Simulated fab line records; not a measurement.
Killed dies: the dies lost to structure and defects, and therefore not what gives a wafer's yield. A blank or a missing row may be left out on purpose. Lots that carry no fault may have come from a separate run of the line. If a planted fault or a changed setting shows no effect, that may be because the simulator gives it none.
What tool caused it? ; flow gf180mcu ; 42 wafers from 14 lots sampled at 5 of the route's 602 steps

WHAT THE GAUGES READ, wafer by wafer
GF_VT_IMPLANT_OVL_MEAS_40. Usual: for VT_IMPLANT_03_OVL the level is -1.2 nm and the standard deviation is 1.3.
lot;measured;on;VT_IMPLANT_03_OVL (nm);flag
L641;day 7 18:55;overlay-02;-1.7 -0.1 -1.5;
L642;day 8 02:14;overlay-02;-2.0 -1.1 -1.9;
L645;day 9 00:34;overlay-01;-2.1 -2.0 -1.0;
L646;day 9 04:26;overlay-01;-0.5 0.0 0.0;
L647;day 9 12:38;overlay-02;-3.1 -0.8 -2.0;
L649;day 10 00:43;overlay-02;-2.7 -1.2 -2.8;
L654;day 11 13:49;overlay-02;-1.7 -1.9 -1.0;
L655;day 11 20:58;overlay-01;-0.9 -1.6 -2.4;
L657;day 12 07:07;overlay-02;0.5 0.1 -1.1;
L658;day 12 13:53;overlay-01;-1.0 -2.5 -1.1;
L659;day 12 21:20;overlay-01;-2.7 -2.8 -0.8;
L661;day 13 11:37;overlay-01;-1.4 0.0 -0.5;
L662;day 13 19:21;overlay-01;-1.8 -1.8 -0.1;
L663;day 14 00:19;overlay-01;1.5 -1.9 -1.3;

GF_HV_LDD_OVL_MEAS_08. Usual: for HV_LDD_OVL the level is 0.1 nm and the standard deviation is 1.2.
lot;measured;on;HV_LDD_OVL (nm);flag
L641;day 10 06:59;overlay-01;-0.6 -0.9 -1.2;
L642;day 10 12:52;overlay-02;0.6 1.2 -0.7;
L645;day 11 12:51;overlay-02;-1.9 -2.1 -1.2;
L646;day 11 21:30;overlay-02;-0.1 0.8 -0.3;
L647;day 12 04:51;overlay-01;-0.1 -0.3 0.6;
L649;day 12 17:46;overlay-01;0.5 0.3 1.4;
L654;day 14 12:21;overlay-02;1.7 3.0 3.6;
L655;day 14 22:26;overlay-01;0.5 -0.5 2.1;
L657;day 15 08:12;overlay-02;2.0 -0.2 1.4;
L658;day 15 15:33;overlay-02;0.0 1.1 0.8;
L659;day 15 20:06;overlay-01;0.6 0.4 0.8;
L661;day 16 12:03;overlay-01;1.2 1.7 1.7;
L662;day 16 21:22;overlay-02;0.2 -0.5 0.5;
L663;day 17 02:47;overlay-02;0.1 -1.2 -1.9;

GF_HV_LDD_CD_MEAS_19 targets a cd of 400 nm. Usual: 399.7 nm for cdNm, sd 1.9.
lot;measured;on;cdNm (nm);flag
L641;day 11 00:52;cdSem-01;397.0 399.6 399.9;
L642;day 11 07:26;cdSem-01;400.1 399.1 399.7;
L645;day 12 07:49;cdSem-01;401.5 397.7 400.7;
L646;day 12 16:59;cdSem-01;401.6 400.6 401.0;
L647;day 13 00:07;cdSem-01;399.0 397.6 399.1;
L649;day 13 13:57;cdSem-01;400.3 400.1 398.4;
L654;day 15 09:37;cdSem-01;402.2 399.0 398.9;
L655;day 15 19:46;cdSem-01;397.8 399.9 398.4;
L657;day 16 06:28;cdSem-01;400.0 399.4 399.3;
L658;day 16 14:06;cdSem-02;401.4 401.6 402.1;
L659;day 16 18:23;cdSem-01;398.3 400.8 399.3;
L661;day 17 11:08;cdSem-02;397.7 397.3 397.3;
L662;day 17 20:32;cdSem-02;399.9 398.1 397.2;
L663;day 18 02:13;cdSem-01;401.8 403.1 400.5;

GF_HV_LDD_TW_MEAS_23. Usual: for HV_LDD_2_TW the level is 1055 and the standard deviation is 9.2.
lot;measured;on;HV_LDD_2_TW;flag
L641;day 11 01:16;filmMetro-04;1049 1048 1054;
L642;day 11 07:50;filmMetro-02;1041 1047 1051;
L645;day 12 08:13;filmMetro-04;1047 1045 1046;
L646;day 12 17:23;filmMetro-03;1220 1222 1220;OFF
L647;day 13 00:31;filmMetro-02;1198 1200 1196;OFF
L649;day 13 14:20;filmMetro-04;1046 1045 1048;
L654;day 15 10:02;filmMetro-03;1058 1055 1059;
L655;day 15 20:10;filmMetro-04;1037 1041 1044;
L657;day 16 06:52;filmMetro-03;1056 1060 1060;
L658;day 16 14:29;filmMetro-03;1061 1058 1067;
L659;day 16 18:46;filmMetro-03;1071 1066 1064;
L661;day 17 11:31;filmMetro-03;1065 1067 1076;
L662;day 17 20:55;filmMetro-03;1068 1069 1062;
L663;day 18 02:37;filmMetro-04;1056 1052 1054;

WHICH TOOL RAN EACH LOT (tool, then ch and the chambers of the sampled wafers, then the start)
lot;GF_HV_LDD_IMPLANT_21
L641;implanter-02 ch 0, day 11 01:01
L642;implanter-03 ch 0, day 11 07:35
L645;implanter-02 ch 0, day 12 07:58
L646;implanter-03 ch 0, day 12 17:08
L647;implanter-03 ch 0, day 13 00:16
L649;implanter-01 ch 0, day 13 14:07
L654;implanter-02 ch 0, day 15 09:47
L655;implanter-02 ch 0, day 15 19:55
L657;implanter-02 ch 0, day 16 06:37
L658;implanter-02 ch 0, day 16 14:16
L659;implanter-02 ch 0, day 16 18:32
L661;implanter-01 ch 0, day 17 11:17
L662;implanter-02 ch 0, day 17 20:42
L663;implanter-02 ch 0, day 18 02:22
- GF_HV_LDD_IMPLANT_21

WHAT THE TOOLS THEMSELVES READ (means of the sampled wafers that have a number; where no wafer has one, the mark that the record gives instead)
GF_HV_LDD_IMPLANT_21. Usual: doseIonsCm2 4.998e+13, standard deviation 5.5e+10; faradayCurrentUA 282, standard deviation 5.3.
lot;tool;doseIonsCm2;faradayCurrentUA;flag
L641;implanter-02;5.002e+13;284;
L642;implanter-03;5.002e+13;277;
L645;implanter-02;5.004e+13;279;
L646;implanter-03;7.643e+13;428;OFF
L647;implanter-03;7.649e+13;428;OFF
L649;implanter-01;5.000e+13;282;
L654;implanter-02;5.000e+13;284;
L655;implanter-02;4.992e+13;282;
L657;implanter-02;4.997e+13;278;
L658;implanter-02;4.998e+13;275;
L659;implanter-02;4.994e+13;281;
L661;implanter-01;5.000e+13;283;
L662;implanter-02;5.000e+13;282;
L663;implanter-02;4.987e+13;282;

THE ANSWER, worked out from the rows above alone
Rule: a lot counts as off when the mean over its wafers that have a number is more than 3 standard deviations away from the usual mean. Also off: a lot with no number at a reading for which 4 or more lots have one. Any other lot the step has rows for is counted as sound. The gauges are gone through in route order, then the tools' own readings, and for those a lot's mean is taken as printed above. At the first step where some lot is off, the reading lying furthest off is the one used; lots without a number count as furthest.
Off: L646, L647, seen at GF_HV_LDD_TW_MEAS_23 (HV_LDD_2_TW).
A tool fits if, at a process step before that reading, it ran every lot that is off, and no sound lot after the first of them. The gauges at GF_HV_LDD_TW_MEAS_23 aren't tried: what is off there is off at GF_HV_LDD_IMPLANT_21 too, on other tools, and a gauge's error can't cause that. One fits: implanter-03 at GF_HV_LDD_IMPLANT_21. Its last sound lot is L642 (day 11 07:35), its first lot that is off L646 (day 12 17:08): a fault that began between those two fits.
The tool's own readings at GF_HV_LDD_IMPLANT_21 bear it out: on the lots that are off they differ by more than 5 times the standard deviation of the sound lots' means. doseIonsCm2 reads 7.646e+13 there against 4.998e+13 on the sound lots; faradayCurrentUA reads 428 there against 281 on the sound lots.

WHAT THE SIMULATOR PUT IN
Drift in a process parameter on implanter-03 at GF_HV_LDD_IMPLANT_21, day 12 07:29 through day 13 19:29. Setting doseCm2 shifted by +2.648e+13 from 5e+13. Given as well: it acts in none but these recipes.
Shown lots that were struck: L646, L647. The rule above found the same.
